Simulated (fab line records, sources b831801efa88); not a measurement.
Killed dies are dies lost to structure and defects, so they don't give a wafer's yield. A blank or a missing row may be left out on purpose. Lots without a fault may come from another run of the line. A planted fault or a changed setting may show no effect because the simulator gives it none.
Chamber matching | flow sky130 | SKY_VIA1_CMP_02 on cmp-02: 4 sister chambers
The step polishes SiO2. 27 wafers are shown with their chamber, then 12 later ones without.

WAFERS WITH THEIR CHAMBER
wafer  | chamber | motor_current_A (A) | edge_zone_pressure_frac
L074.1 | 3       | 11.0                | 0.999
L074.5 | 2       | 12.4                | 1.000
L074.6 | 3       | 11.8                | 1.004
L076.3 | 1       | 10.3                | 0.991
L076.4 | 3       | 11.7                | 1.001
L076.5 | 3       | 11.9                | 1.005
L077.1 | 0       | 11.2                | 1.001
L077.2 | 3       | 11.5                | 0.997
L077.5 | 0       | 10.7                | 1.006
L078.1 | 3       | 11.6                | 0.995
L078.3 | 2       | 12.9                | 1.005
L078.4 | 0       | 10.2                | 0.994
L080.2 | 2       | 12.2                | 1.005
L080.3 | 1       | 10.5                | 0.999
L080.5 | 2       | 12.3                | 0.998
L082.2 | 3       | 11.3                | 1.003
L082.3 | 1       | 10.8                | 1.006
L082.5 | 0       | 10.8                | 0.996
L081.1 | 1       | 10.6                | 0.995
L081.4 | 3       | 11.9                | 0.999
L081.6 | 3       | 12.0                | 1.000
L085.2 | 2       | 12.6                | 1.001
L085.3 | 1       | 10.6                | 0.996
L085.5 | 2       | 12.1                | 1.001
L086.2 | 2       | 12.0                | 1.000
L086.3 | 1       | 10.7                | 1.002
L086.4 | 3       | 11.9                | 1.003

SIGNATURES (means of the wafers above)
reading                 | chamber 0 | chamber 1 | chamber 2 | chamber 3 | scatter within a chamber
motor_current_A         | 10.725    | 10.583    | 12.357    | 11.660    | 0.305
edge_zone_pressure_frac | 0.99925   | 0.99817   | 1.00143   | 1.00060   | 0.00398
Rule: a wafer's distance from a chamber is the root of the sum, over the readings, of the square of ((its reading less the chamber's mean) divided by the reading's scatter). The wafer belongs to the nearest chamber; if the next one is less than 2 further off, it can't be placed. The scatter: the root of (the sum of the squares of (reading less its chamber's mean) over the shown wafers, divided by (wafers less chambers)).

WAFERS WITHOUT THEIR CHAMBER
wafer  | motor_current_A (A) | edge_zone_pressure_frac
L090.4 | 11.8                | 0.995
L090.5 | 10.3                | 0.999
L090.6 | 12.5                | 0.996
L094.3 | 10.7                | 1.010
L094.4 | 11.6                | 0.988
L094.6 | 10.8                | 1.004
L092.3 | 12.1                | 1.001
L092.4 | 11.6                | 1.004
L092.5 | 12.3                | 1.005
L096.2 | 11.6                | 1.007
L096.4 | 11.2                | 0.998
L096.5 | 10.4                | 1.000

WHICH CHAMBER EACH WENT THROUGH
wafer  | from the rows above               | in truth
L090.4 | can't be placed: 3 or 2           | 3
L090.5 | can't be placed: 1 or 0           | 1
L090.6 | can't be placed: 2 or 3           | 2
L094.3 | can't be placed: 0 or 1 or 3      | 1
L094.4 | can't be placed: 3 or 0 or 2 or 1 | 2
L094.6 | can't be placed: 0 or 1 or 3      | 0
L092.3 | can't be placed: 2 or 3           | 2
L092.4 | can't be placed: 3 or 2           | 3
L092.5 | can't be placed: 2 or 3           | 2
L096.2 | can't be placed: 3 or 2 or 0      | 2
L096.4 | can't be placed: 0 or 3 or 1      | 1
L096.5 | can't be placed: 1 or 0           | 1
Placed correctly: 0 of 12. Can't be placed from these rows: 12 (the true chamber is among the candidates in 12). Placed wrongly: 0.
